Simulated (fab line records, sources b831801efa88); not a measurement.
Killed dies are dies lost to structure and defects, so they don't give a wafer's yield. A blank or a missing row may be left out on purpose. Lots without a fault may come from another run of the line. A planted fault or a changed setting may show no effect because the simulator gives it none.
A struck lot beside a sound one | flow gf180mcu | 23 steps out of a route of 602
Sound: wafers L124.2, L124.3, L124.5. Struck: wafers L133.2, L133.4, L133.6. The cause comes at the end.
At each step with rows: each side's tool, then ch and its chambers, then its first start. Under that, the readings that differ: sound wafers | struck wafers | difference of the means | sigmas: that difference in standard deviations of wafers without a fault.
alike: readings whose means differ by less than 2 such deviations, and words and numbers that are the same on both sides. not compared: withheld readings, readings that some wafer has no value for, bounds like >300 that may hide the same value, and numbers for which the record gives no deviation and whose values overlap.
The two part at a step that has a row with sigmas, a row that says differs or no value, or rows on one side only. Numbers that don't overlap but have no deviation are shown without sigmas and don't part them. A reading that every wafer of one side lacks parts them only if that side has two wafers or more.

first, 5 steps without rows for these wafers: GF_NWELL_COAT_02 (resist thk 3000 nm); GF_NWELL_SOFTBAKE_03; GF_NWELL_EXPOSE_04 (exposes mask Nwell, target cd 860 nm); GF_NWELL_PEB_05; GF_NWELL_DEVELOP_06 (develop time 60 s).
GF_NWELL_OVL_MEAS_07:
  sound on overlay-02, day 3 08:56; struck on overlay-02, day 5 07:48
  alike: NWELL_OVL
then, 2 steps without rows for these wafers: GF_NWELL_IMPLANT_08; GF_NWELL_IMPLANT_09.
GF_NWELL_STRIP_10: strips in O2/N2.
  sound on plasma_asher-03 ch 0,1, day 3 09:16; struck on plasma_asher-02 ch 0,1, day 5 08:08
  alike: drypump_motor_current_A, heater_power_w, oes_product_au, strip_time_to_endpoint_s
  not compared: rf_hours_counter_h
GF_NWELL_TW_MEAS_11:
  sound on film_metro-04, day 3 09:22; struck on film_metro-02, day 5 08:14
  alike: NWELL_TW
then, 2 steps without rows for these wafers: GF_LVPWELL_DEHYDRATE_00 (time 60 s); GF_LVPWELL_HMDS_01 (prime time 60 s).
GF_LVPWELL_COAT_02: resist thk 3000 nm.
  sound on litho_track-03 ch 0, day 3 15:56; struck on litho_track-03 ch 0, day 5 14:53
  reading                                   | sound                | struck               | difference | sigmas
  spin_speed_rpm (rpm)                      | 1998.4 1998.2 1997.6 | 1936.0 1935.8 1934.5 | -62.6      | -45
  model.coat_of_LVPWELL_COAT_02.thk_nm (nm) | 2987 2986 2993       | 3053 3040 3051       | +59        |
  alike: chill_plate_temp_C
then, 3 steps without rows for these wafers: GF_LVPWELL_SOFTBAKE_03; GF_LVPWELL_EXPOSE_04 (exposes mask LVPWELL, target cd 600 nm); GF_LVPWELL_PEB_05.
GF_LVPWELL_DEVELOP_06: develop time 60 s.
  sound on litho_track-01 ch 0; struck on litho_track-04 ch 0
  reading                                   | sound          | struck         | difference | sigmas
  model.coat_of_LVPWELL_COAT_02.thk_nm (nm) | 2986 2985 2992 | 3052 3039 3050 | +59        |
  alike: chill_plate_temp_C
GF_LVPWELL_OVL_MEAS_07:
  sound on overlay-01, day 3 22:12; struck on overlay-01, day 5 21:20
  alike: LVPWELL_OVL
then, 2 steps without rows for these wafers: GF_LVPWELL_IMPLANT_08; GF_LVPWELL_IMPLANT_09.
GF_LVPWELL_STRIP_10: strips in O2/N2.
  sound on plasma_asher-04 ch 0,1, day 3 22:32; struck on plasma_asher-03 ch 0,1, day 5 21:40
  reading                      | sound             | struck            | difference | sigmas
  strip_time_to_endpoint_s (s) | 36.80 36.79 36.88 | 37.52 37.43 37.54 | +0.67      | +7
  alike: drypump_motor_current_A, heater_power_w, oes_product_au
  not compared: rf_hours_counter_h
GF_LVPWELL_TW_MEAS_11:
  sound on film_metro-03, day 3 22:38; struck on film_metro-03, day 5 21:46
  alike: LVPWELL_TW
-- the record jumps here: 26 days lie between the struck wafers' starts before and after (it left off in module LVPWELL and takes up again in module PASSIVATION, whose first step shown is number 602 of the route) --
GF_PASSIVATION_PROBE_99:
  the record has rows for the struck wafers here (prober-02, day 31 13:52) and none for the sound ones

WHERE THEY PART
First at GF_LVPWELL_COAT_02; last, within this record, at GF_PASSIVATION_PROBE_99.

WHY: what the simulator had put in
Process parameter drift: litho_track-03, from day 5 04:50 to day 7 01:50, at GF_LVPWELL_COAT_02. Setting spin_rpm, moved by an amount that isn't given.
